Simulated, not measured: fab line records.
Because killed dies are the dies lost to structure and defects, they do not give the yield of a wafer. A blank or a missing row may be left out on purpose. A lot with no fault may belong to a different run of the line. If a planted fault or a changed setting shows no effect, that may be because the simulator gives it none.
What tool caused it? -- flow gf180mcu -- 11 lots, 33 wafers sampled, at 4 steps of a route of 602

== WHAT THE GAUGES SHOWED, per wafer ==
GF_PASSIVATION_BOW_MEAS_14.
lot,measured,on,PASSIVATION_BOW (um)
L212,day 30 04:13,film_metro-04,131 128 138
L215,day 30 21:24,film_metro-01,143 148 157
L219,day 32 00:05,film_metro-04,206 208 209
L221,day 32 06:35,film_metro-01,207 208 202
L225,day 33 10:44,film_metro-01,146 142 147
L226,day 33 12:55,film_metro-04,147 145 142
L228,day 33 20:44,film_metro-03,138 133 126
L230,day 34 01:49,film_metro-01,151 148 156
L229,day 34 05:57,film_metro-04,127 136 149
L231,day 34 09:15,film_metro-03,106 116 113
L233,day 34 17:04,film_metro-01,148 133 144

== TOOL THAT RAN EACH LOT (tool first, then ch and the chambers of the sampled wafers, then the start) ==
lot,GF_M4_SPUTTER_00,GF_MIM_METAL_ETCH_19,GF_PASSIVATION_ANNEAL_13
L212,"pvd_sputter-01, day 23 20:43","rie_metal-04 ch 0,1, day 26 15:26","furnace-01 ch 0, day 30 02:43"
L215,"pvd_sputter-03, day 24 16:31","rie_metal-03 ch 0,1, day 27 09:50","furnace-01 ch 0, day 30 19:54"
L219,"pvd_sputter-04, day 25 23:57","rie_metal-04 ch 0,1, day 28 15:45","furnace-02, day 31 22:32"
L221,"pvd_sputter-01, day 26 09:41","rie_metal-04 ch 0,1, day 28 23:26","furnace-01, day 32 05:05"
L225,"pvd_sputter-01, day 27 18:11","rie_metal-04 ch 1, day 30 06:50","furnace-01 ch 0, day 33 09:11"
L226,"pvd_sputter-04, day 27 20:41","rie_metal-02 ch 0,1, day 30 10:40","furnace-02 ch 0, day 33 11:22"
L228,"pvd_sputter-04, day 28 05:54","rie_metal-02 ch 0,1, day 30 18:21","furnace-02 ch 0, day 33 19:11"
L230,"pvd_sputter-01, day 28 15:02","rie_metal-03 ch 0,1, day 31 02:41","furnace-02 ch 0, day 34 00:17"
L229,"pvd_sputter-01, day 28 20:01","rie_metal-03 ch 0,1, day 31 06:36","furnace-01 ch 0, day 34 04:25"
L231,"pvd_sputter-01, day 28 22:53","rie_metal-03 ch 0,1, day 31 08:56","furnace-02 ch 0, day 34 07:45"
L233,"pvd_sputter-01, day 29 08:25","rie_metal-03 ch 0,1, day 31 18:29","furnace-02 ch 0, day 34 15:33"
- GF_M4_SPUTTER_00: material Ti, target thk 37.5 nm, time 150 s.
- GF_MIM_METAL_ETCH_19: etches the open film in Cl2/BCl3, stops on Si3N4, target depth 324.5 nm, time 54.1 s.
- GF_PASSIVATION_ANNEAL_13: time 1800 s.

== THE ANSWER, worked out from the rows above alone ==
Rule: the lots themselves supply what counts as usual. The widest of any qualifying gaps counts: lots, ordered by their means at a reading, are off when they make up no more than a third of the lots, leave a main group of 4 or more, and stand apart from it by 3 or more times the standard deviation of that group's means. A main group is skipped when, at the precision printed for the reading in the tables above, its means are all equal. A lot without any number at a reading at which 4 lots or more have one is off too. All remaining lots with rows at the step are treated as sound.
Off: L219, L221, at GF_PASSIVATION_BOW_MEAS_14 (PASSIVATION_BOW). The main group: mean 138 um, standard deviation 11.
If a tool, at a process step before that reading, ran all the lots that are off and no sound lot after the first of them, it fits. Gauges at GF_PASSIVATION_BOW_MEAS_14: tried the same way as those tools. No candidate that was tried fits.

== WHAT THE SIMULATOR HAD PUT IN ==
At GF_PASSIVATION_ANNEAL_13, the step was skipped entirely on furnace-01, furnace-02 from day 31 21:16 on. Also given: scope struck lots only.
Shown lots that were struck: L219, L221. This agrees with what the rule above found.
